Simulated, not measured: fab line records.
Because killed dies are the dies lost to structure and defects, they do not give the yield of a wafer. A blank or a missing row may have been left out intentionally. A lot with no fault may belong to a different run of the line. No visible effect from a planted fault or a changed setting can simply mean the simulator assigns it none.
fab line records | flow gf180mcu
record: lots: 13 wafers: 39 lastDay: 33
route steps=602 shown MVPSD@87 CONTACT@305
lots that met no fault: from a run of the same line without faults
startH: the number of hours between the record's first day and the start of the first shown wafer of the lot | waitH: hours from the lot's prior step to this one | " same as the row above | L1.1+2: several wafers, shown together as one row | - no value, or no start was given | * or withheld: withheld | < > ~ a bound
route shown NAME@n: NAME is a module with steps in the file, n the number in the route of the first one | usual: mean/standard deviation of fault-free wafers | same: alike in all rows | chamber/n: place in a boat | sites: per-site readings | _std_site: the values' standard deviation | _edge_site: inner sites' mean taken away from outer sites' mean | radiusMm: for every site, how far away it sits from the centre of the wafer | mask NAME#n: copy n | behind: the tool/chamber that last shaped the wafer | hold: why the lot went on hold/how many hours it stayed there/how the hold came to an end | device: transistor that didn't switch, given as n, p or np | end of line: at the end of the route, the tests of the same wafers | a step given without rows: its recipe and nothing more | killed: not the wafer's yield, but the dies lost to structure and defects at the first sort | map: shows each die of a wafer: x if killed, . if not, _ if none is there
set.NAME: setting as actually run; set.NAME@STEP: the setting as run at that earlier step | model.NAME: the simulator's own value behind a step, which no gauge read
steps of the route over a sample of lots; a table a step, a row a wafer
services: when a tool's chamber went out of use (startH, in hours from the record's first day, below 0 if earlier), for how many hours, and the reason
== steps ==
step: GF_MVPSD_IMPLANT_09
recipe: species: B energyKev: 40 doseCm2: 5e+12 tiltDeg: 0
usual: beamOnS: 9.99/0.22 faradayCurrentUA: 28.2/0.61
columns lot.wafer tool chamber startH waitH beamOnS faradayCurrentUA
L703.2 implanter-02 0 115.55 0.1 9.84 28.8
L703.4 " 0 " " 10.23 27.6
L703.6 " 0 " " 9.88 28.6
L704.3 implanter-04 0 125.33 0.1 10.12 27.8
L704.4 " 0 " " 10.09 28.0
L704.5 " 0 " " 9.69 29.0
L707.2 implanter-02 0 139.05 0.1 9.99 28.2
L707.3 " 0 " " 10.09 27.9
L707.6 " 0 " " 9.76 29.0
L710.1 implanter-01 0 149.28 0.1 10.23 27.6
L710.3 " 0 " " 10.06 28.0
L710.6 " 0 " " 10.09 28.0
L709.1 implanter-04 0 150.18 0.1 10.13 27.9
L709.2 " 0 " " 9.91 28.4
L709.5 " 0 " " 10.00 28.2
L711.1 implanter-01 0 152.43 0.1 9.95 28.4
L711.4 " 0 " " 9.68 29.0
L711.5 " 0 " " 10.15 27.8
L712.1 implanter-04 0 158.88 0.1 10.44 27.1
L712.3 " 0 " " 10.56 26.8
L712.5 " 0 " " 9.93 28.4
L713.2 implanter-01 0 164.20 0.1 9.55 29.4
L713.4 " 0 " " 9.63 29.2
L713.6 " 0 " " 9.52 29.5
L715.2 implanter-04 0 175.65 0.1 10.25 27.7
L715.3 " 0 " " 9.78 28.9
L715.5 " 0 " " 9.92 28.4
L717.3 implanter-02 0 185.27 0.1 9.77 28.7
L717.5 " 0 " " 10.09 28.0
L717.6 " 0 " " 9.94 28.2
L718.2 implanter-04 0 192.40 0.1 7.87 35.9
L718.3 " 0 " " 7.99 35.3
L718.5 " 0 " " 7.84 36.0
L719.3 implanter-02 0 195.73 0.1 10.01 28.2
L719.4 " 0 " " 10.23 27.6
L719.5 " 0 " " 9.61 29.2
L720.1 implanter-04 0 201.03 0.1 8.10 34.7
L720.3 " 0 " " 8.08 34.9
L720.5 " 0 " " 7.92 35.4
step: GF_VT_IMPLANT_RS_MEAS_49
recipe: thkMeasGauge: four-point-probe
usual: MVPSD_RS: 1169.3/2.8
columns lot.wafer tool chamber startH waitH MVPSD_RS[ohm/sq]
L703.2 filmMetro-03 - 178.21 0.1 1166.5
L703.4 " - " " 1172.8
L703.6 " - " " 1169.5
L704.3 filmMetro-02 - 188.89 0.1 1167.8
L704.4 " - " " 1166.7
L704.5 " - " " 1165.2
L707.2 filmMetro-01 - 203.39 0.1 1165.0
L707.3 " - " " 1165.6
L707.6 " - " " 1167.4
L710.1 filmMetro-01 - 214.69 0.1 1172.4
L710.3 " - " " 1173.7
L710.6 " - " " 1171.7
L709.1 filmMetro-02 - 216.90 0.1 1168.4
L709.2 " - " " 1167.5
L709.5 " - " " 1169.3
L711.1 filmMetro-02 - 218.36 0.1 1173.6
L711.4 " - " " 1176.0
L711.5 " - " " 1171.6
L712.1 filmMetro-02 - 225.51 0.1 1173.2
L712.3 " - " " 1171.0
L712.5 " - " " 1169.8
L713.2 filmMetro-02 - 231.57 0.1 1170.5
L713.4 " - " " 1169.3
L713.6 " - " " 1168.9
L715.2 filmMetro-02 - 244.18 0.1 1168.8
L715.3 " - " " 1169.5
L715.5 " - " " 1170.7
L717.3 filmMetro-02 - 257.10 0.1 1170.8
L717.5 " - " " 1169.3
L717.6 " - " " 1169.5
L718.2 filmMetro-01 - 263.87 0.1 1213.4
L718.3 " - " " 1215.7
L718.5 " - " " 1211.7
L719.3 filmMetro-02 - 268.24 0.1 1169.4
L719.4 " - " " 1167.1
L719.5 " - " " 1167.1
L720.1 filmMetro-02 - 272.90 0.1 1209.6
L720.3 " - " " 1211.9
L720.5 " - " " 1213.0
step: GF_CONTACT_STRIP_18
recipe: chemistry: O2/N2 powerW: 1400 pressureMtorr: 1500 platenTempC: 250 o2FlowSccm: 3000 n2FlowSccm: 300 overashFraction: 0.5
usual: drypumpMotorCurrentA: 5.6/0.33 heaterPowerW: 329/39 n2FlowSccm: 299.9/0.97 oesProductAu: 0.580/0.0047
columns lot.wafer tool chamber startH waitH drypumpMotorCurrentA heaterPowerW n2FlowSccm oesProductAu rfHoursCounterH
L703.2 plasmaAsher-04 0 389.35 - 5.5 408 300.2 0.582 60
L703.4 " 1 " " 6.3 309 299.8 0.576 -
L703.6 " 1 " " 6.2 315 300.6 0.588 -
L704.3 plasmaAsher-04 0 398.54 - 5.4 403 299.7 0.587 -
L704.4 " 1 " " 6.2 303 299.8 0.576 -
L704.5 " 0 " " 5.4 404 300.3 0.589 -
L707.2 plasmaAsher-02 0 419.20 - 5.6 300 299.5 0.583 78
L707.3 " 0 " " 5.5 296 302.4 0.585 -
L707.6 " 1 " " 5.3 333 299.7 0.577 -
L710.1 plasmaAsher-04 1 435.25 - 6.2 307 299.0 0.582 65
L710.3 " 0 " " 5.4 406 300.6 0.584 -
L710.6 " 0 " " 5.5 410 298.6 0.585 -
L711.1 plasmaAsher-04 0 443.21 - 5.4 407 298.9 0.571 66
L711.4 " 1 " " 6.3 304 301.3 0.578 -
L711.5 " 0 " " 5.5 400 300.1 0.581 -
L709.1 plasmaAsher-04 0 443.90 - 5.5 403 300.4 0.583 66
L709.2 " 1 " " 6.2 301 297.7 0.581 66
L709.5 " 1 " " 6.2 306 298.1 0.580 -
L712.1 plasmaAsher-01 1 452.81 - 5.7 296 302.3 0.583 38
L712.3 " 0 " " 5.4 316 299.1 0.572 -
L712.5 " 1 " " 5.7 288 299.7 0.576 -
L713.2 plasmaAsher-02 0 459.46 - 5.5 304 300.0 0.573 3
L713.4 " 0 " " 5.5 295 299.8 0.583 -
L713.6 " 1 " " 5.3 310 298.9 0.583 -
L715.2 plasmaAsher-01 1 479.46 - 5.7 300 300.4 0.584 40
L715.3 " 0 " " 5.4 315 298.5 0.579 -
L715.5 " 0 " " 5.4 320 299.9 0.582 -
L717.3 plasmaAsher-01 1 491.34 - 5.7 302 299.4 0.585 -
L717.5 " 1 " " 5.7 307 298.4 0.578 -
L717.6 " 0 " " 5.4 322 301.0 0.587 -
L718.2 plasmaAsher-04 1 501.80 - 6.2 312 299.7 0.589 72
L718.3 " 0 " " 5.4 402 299.4 0.571 -
L718.5 " 0 " " 5.4 398 299.5 0.575 -
L719.3 plasmaAsher-01 0 510.83 - 5.4 316 299.8 0.591 -
L719.4 " 1 " " 5.7 300 301.4 0.577 -
L719.5 " 0 " " 5.4 329 299.6 0.590 -
L720.1 plasmaAsher-04 1 519.55 - 6.3 310 301.2 0.579 74
L720.3 " 0 " " 5.4 398 299.8 0.577 -
L720.5 " 0 " " 5.4 405 300.5 0.583 -
step: GF_CONTACT_SPUTTER_22
recipe: material: Ti targetThkNm: 15 chamberPressurePa: 5 powerW: 2500 substrateTempC: 200 timeS: 80.02
usual: throttleValvePct: 29.6/1.3
same: timeS: 80.02
columns lot.wafer tool chamber startH waitH throttleValvePct
L703.2 pvdSputter-01 - 389.66 0.0 29.3
L703.4 " - " " 27.0
L703.6 " - " " 30.8
L704.3 pvdSputter-03 - 398.82 0.0 29.3
L704.4 " - " " 28.4
L704.5 " - " " 28.9
L707.2 pvdSputter-04 - 419.51 0.0 30.9
L707.3 " - " " 30.0
L707.6 " - " " 30.0
L710.1 pvdSputter-03 - 435.55 0.0 29.1
L710.3 " - " " 29.3
L710.6 " - " " 28.3
L711.1 pvdSputter-03 - 443.50 0.0 31.4
L711.4 " - " " 28.9
L711.5 " - " " 31.3
L709.1 pvdSputter-03 - 444.20 0.0 29.1
L709.2 " - " " 29.4
L709.5 " - " " 31.6
L712.1 pvdSputter-03 - 453.11 0.0 28.9
L712.3 " - " " 28.3
L712.5 " - " " 28.9
L713.2 pvdSputter-01 - 459.76 0.0 29.6
L713.4 " - " " 31.0
L713.6 " - " " 29.5
L715.2 pvdSputter-01 - 479.75 0.0 29.9
L715.3 " - " " 29.1
L715.5 " - " " 29.3
L717.3 pvdSputter-04 - 491.61 0.0 31.2
L717.5 " - " " 30.2
L717.6 " - " " 30.6
L718.2 pvdSputter-01 - 502.12 0.0 30.5
L718.3 " - " " 29.7
L718.5 " - " " 26.8
L719.3 pvdSputter-01 - 511.11 0.0 29.0
L719.4 " - " " 26.8
L719.5 " - " " 29.1
L720.1 pvdSputter-04 - 519.86 0.0 31.1
L720.3 " - " " 30.2
L720.5 " - " " 30.0
step: GF_CONTACT_CVD_24
recipe: material: W targetThkNm: 300 timeS: 90.339 tempC: 400 pressureTorr: 39.07
usual: heaterPowerW: 810/100
same: timeS: 90.339
columns lot.wafer tool chamber startH waitH heaterPowerW
L703.2 cvdW-01 1 389.76 0.0 953
L703.4 " 1 " " 964
L703.6 " 1 " " 965
L704.3 cvdW-02 1 398.95 0.1 883
L704.4 " 0 " " 700
L704.5 " 0 " " 723
L707.2 cvdW-02 1 419.61 0.0 880
L707.3 " 0 " " 699
L707.6 " 0 " " 719
L710.1 cvdW-01 1 435.65 0.0 916
L710.3 " 1 " " 944
L710.6 " 1 " " 935
L711.1 cvdW-01 0 443.60 0.0 687
L711.4 " 0 " " 688
L711.5 " 0 " " 678
L709.1 cvdW-02 1 444.30 0.0 891
L709.2 " 0 " " 725
L709.5 " 0 " " 723
L712.1 cvdW-01 0 453.21 0.0 708
L712.3 " 1 " " 950
L712.5 " 0 " " 684
L713.2 cvdW-02 1 459.86 0.0 896
L713.4 " 1 " " 877
L713.6 " 1 " " 905
L715.2 cvdW-02 1 479.85 0.0 852
L715.3 " 1 " " 885
L715.5 " 1 " " 897
L717.3 cvdW-01 0 491.74 0.1 701
L717.5 " 0 " " 708
L717.6 " 1 " " 931
L718.2 cvdW-02 1 502.22 0.0 894
L718.3 " 1 " " 888
L718.5 " 1 " " 891
L719.3 cvdW-01 0 511.24 0.1 699
L719.4 " 1 " " 929
L719.5 " 0 " " 683
L720.1 cvdW-02 1 519.96 0.0 897
L720.3 " 1 " " 927
L720.5 " 1 " " 901
== services ==
columns tool chamber startH hours kind
pvdSputter-01 - 101.38 11.1 repair
implanter-04 - 107.81 4.4 pm
cvdW-01 - 109.02 0.7 repair
implanter-04 - 113.83 5.9 repair
cvdW-02 1 131.44 5.8 repair
cvdW-02 1 147.02 2.1 repair
pvdSputter-03 - 150.88 2.4 repair
pvdSputter-01 - 187.57 6.0 repair
pvdSputter-01 - 198.97 5.1 repair
implanter-04 - 211.80 0.6 repair
cvdW-02 - 216.47 1.3 repair
pvdSputter-03 - 225.64 6.2 repair
cvdW-01 - 226.71 0.2 repair
implanter-04 - 234.28 6.0 repair
pvdSputter-01 - 238.55 25.7 repair
pvdSputter-03 - 239.09 3.4 repair
implanter-04 - 264.55 2.7 repair
cvdW-01 - 289.12 1.5 repair
implanter-04 - 349.83 2.7 repair
implanter-04 - 384.69 1.7 repair
cvdW-01 - 390.00 14.0 pm
cvdW-02 - 461.18 2.8 pm
cvdW-01 - 468.19 2.8 pm
plasmaAsher-04 - 512.26 1.0 repair
== key ==
firstSign: step: GF_MVPSD_IMPLANT_09 reading: faradayCurrentUA direction: up sigmas: 12 usual: 28.2 struck: 35.4
effect: step: GF_MVPSD_IMPLANT_09 reading: beamOnS direction: down sigmas: 9.1 usual: 9.99 struck: 7.97
effect: step: GF_VT_IMPLANT_RS_MEAS_49 reading: MVPSD_RS direction: up sigmas: 16 usual: 1169.3 struck: 1212.5
metAt GF_MVPSD_IMPLANT_09
struckLots L718,L720
testerLeftOut L718,L720
notActingAt GF_CONTACT_STRIP_18,GF_CONTACT_SPUTTER_22,GF_CONTACT_CVD_24
onsetBetween 175.65 192.40
fault: kind: processParameterDrift tool: implanter-04 chamber: - onsetH: 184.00 steps: GF_MVPSD_IMPLANT_09 channel: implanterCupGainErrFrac offset: 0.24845 shape: step endH: 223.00
testerLeftOut: of these lots the tester's yield and bins aren't shown, on N5 and GAA mostly nor the transistor test; their killed dies are dies lost to structure and defects alone, not to doping, threshold or leakage, so they don't give the yield
